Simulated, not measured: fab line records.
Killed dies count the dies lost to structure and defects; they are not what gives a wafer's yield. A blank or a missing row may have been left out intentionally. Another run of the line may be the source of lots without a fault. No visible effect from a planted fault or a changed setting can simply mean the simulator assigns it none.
2 desks looking at one fault + flow gf180mcu + what lay behind the numbers comes last; until then each desk has only its own

## AT THE TOOL OWNER'S DESK: litho track-01
The tool's own readings at GF_LVPWELL_DEVELOP_06 (develop time 60 s): means of the sampled wafers that have a number, for each lot that ran on this tool. Marked OUT: a lot whose mean sits more than 4 standard deviations from the usual mean, which makes it out of limits; the brackets give that distance.
Columns: A = developer temp C at GF_LVPWELL_DEVELOP_06, usual 22.98 C
| lot  | first seen here | A     |
|------|-----------------|-------|
| L296 | day 5 03:00     | 22.85 |
| L302 | day 6 11:00     | 22.95 |
| L307 | day 7 17:00     | 23.00 |
This desk found nothing out of limits on any of the 3 lots.

## METROLOGY DESK
What the gauges read for every lot (on any tool): the sampled wafers with a number, averaged. Marked OUT: a lot whose mean sits more than 4 standard deviations from the usual mean, which makes it out of limits; the brackets give that distance. Of its 8 readings 7 are shown: those that lie furthest out on some lot.
Columns: A = NWELL_OVL at GF_NWELL_OVL_MEAS_07, usual 0.4 nm; B = NWELL_TW at GF_NWELL_TW_MEAS_11, usual 1572; C = LVPWELL_TW at GF_LVPWELL_TW_MEAS_11, usual 557; D = MVSD_OVL at GF_MVSD_OVL_MEAS_07, usual 0.5 nm; E = MVSD_TW at GF_MVSD_TW_MEAS_11, usual 1571; F = MVPSD_OVL at GF_MVPSD_OVL_MEAS_07, usual 0.4 nm; G = MVPSD_TW at GF_MVPSD_TW_MEAS_11, usual 550
| lot  | first seen here | A    | B    | C   | D    | E    | F    | G   |
|------|-----------------|------|------|-----|------|------|------|-----|
| L296 | day 4 13:14     | 0.3  | 1592 | 560 | 1.3  | 1576 | -0.7 | 548 |
| L302 | day 5 19:50     | 1.4  | 1564 | 558 | 2.0  | 1568 | 0.5  | 547 |
| L307 | day 7 00:38     | -1.0 | 1575 | 552 | 2.1  | 1564 | 0.1  | 548 |
| L309 | day 7 11:32     | 1.1  | 1571 | 556 | 3.6  | 1562 | 1.3  | 554 |
| L310 | day 7 16:45     | 0.6  | 1568 | 560 | 0.2  | 1554 | 1.2  | 545 |
| L314 | day 8 14:59     | 2.9  | 1568 | 549 | -1.1 | 1583 | -1.3 | 550 |
This desk found nothing out of limits on any of the 6 lots.

## ALL TOGETHER
The desk of the tool owner found nothing out of limits.
Metrology desk: nothing out of limits seen.

## WHAT THE SIMULATOR HAD INSERTED
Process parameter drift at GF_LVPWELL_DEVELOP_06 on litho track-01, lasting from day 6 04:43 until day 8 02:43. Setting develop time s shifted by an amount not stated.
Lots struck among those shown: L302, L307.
